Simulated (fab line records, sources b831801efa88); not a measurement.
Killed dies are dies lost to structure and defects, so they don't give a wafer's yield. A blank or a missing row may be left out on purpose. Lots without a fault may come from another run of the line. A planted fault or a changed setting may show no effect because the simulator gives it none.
Which tool did it? | flow gf180mcu | 11 lots, 33 wafers sampled, at 2 steps of a route of 602

WHAT THE GAUGES READ, wafer by wafer
GF_HV_LDD_THK_MEAS_57.
lot  | measured     | on            | HV_LDD_CVD_56_THK (nm)
L879 | day 12 15:23 | film_metro-01 | 89.3 89.9 90.3
L881 | day 13 01:56 | film_metro-01 | 88.0 88.9 88.8
L882 | day 13 09:48 | film_metro-02 | 90.2 89.9 89.8
L886 | day 14 21:18 | film_metro-03 | 89.5 88.8 89.3
L892 | day 17 02:26 | film_metro-01 | 100.5 102.0 101.4 100.6 102.0 101.3
L893 | day 17 05:41 | film_metro-03 | 101.7 101.8 101.7 101.6 101.9 101.8
L894 | day 17 17:21 | film_metro-02 | 90.8 89.8 90.3
L896 | day 18 07:44 | film_metro-01 | 90.7 91.3 91.4
L897 | day 18 13:35 | film_metro-02 | 89.9 90.0 90.1
L901 | day 19 19:14 | film_metro-03 | 90.5 89.5 89.3
L902 | day 20 07:41 | film_metro-03 | 89.3 90.1 90.3

WHICH TOOL RAN EACH LOT (tool, then ch and the chambers of the sampled wafers, then the start)
lot  | GF_HV_LDD_CVD_56
L879 | lpcvd-01 ch 1, day 12 13:56
L881 | lpcvd-02 ch 0, day 13 00:31
L882 | lpcvd-01 ch 1, day 13 08:21
L886 | lpcvd-01 ch 0, day 14 19:51
L892 | lpcvd-01 ch 0, day 17 01:00
L893 | lpcvd-01 ch 0, day 17 04:15
L894 | lpcvd-02 ch 1, day 17 15:54
L896 | lpcvd-02 ch 1, day 18 06:17
L897 | lpcvd-02 ch 0, day 18 12:10
L901 | lpcvd-02 ch 0, day 19 17:48
L902 | lpcvd-02 ch 0, day 20 06:15
- GF_HV_LDD_CVD_56: deposits Si3N4 from DCS/NH3, target thk 90 nm, time 1543 s.

THE ANSWER, worked out from the rows above alone
Rule: what is usual is taken from the lots themselves. Put in order of their means at a reading, lots are off if they are a third of the lots or fewer, leave a main group of 4 or more, and stand apart from it by a gap of 3 or more times the standard deviation of the main group's means; of several such gaps the widest counts. A main group whose means are all the same, to the digits that the tables above print for the reading, isn't used. A lot without any number at a reading at which 4 lots or more have one is off too. The other lots that the step has rows for count as sound.
Off: L892, L893, at GF_HV_LDD_THK_MEAS_57 (HV_LDD_CVD_56_THK). The main group: mean 89.9 nm, standard deviation 0.66.
A tool fits if, at a process step before that reading, it ran every lot that is off, and no sound lot after the first of them. The gauges at GF_HV_LDD_THK_MEAS_57 are tried like those tools. One fits: lpcvd-01 at GF_HV_LDD_CVD_56. Its last sound lot is L886 (day 14 19:51), its first lot that is off L892 (day 17 01:00): a fault that began between those two fits.

WHAT THE SIMULATOR HAD PUT IN
Process parameter drift: lpcvd-01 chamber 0, from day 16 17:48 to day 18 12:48, at GF_HV_LDD_CVD_56. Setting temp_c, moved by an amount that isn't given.
Lots struck among those shown: L892, L893. The rule above found the same.
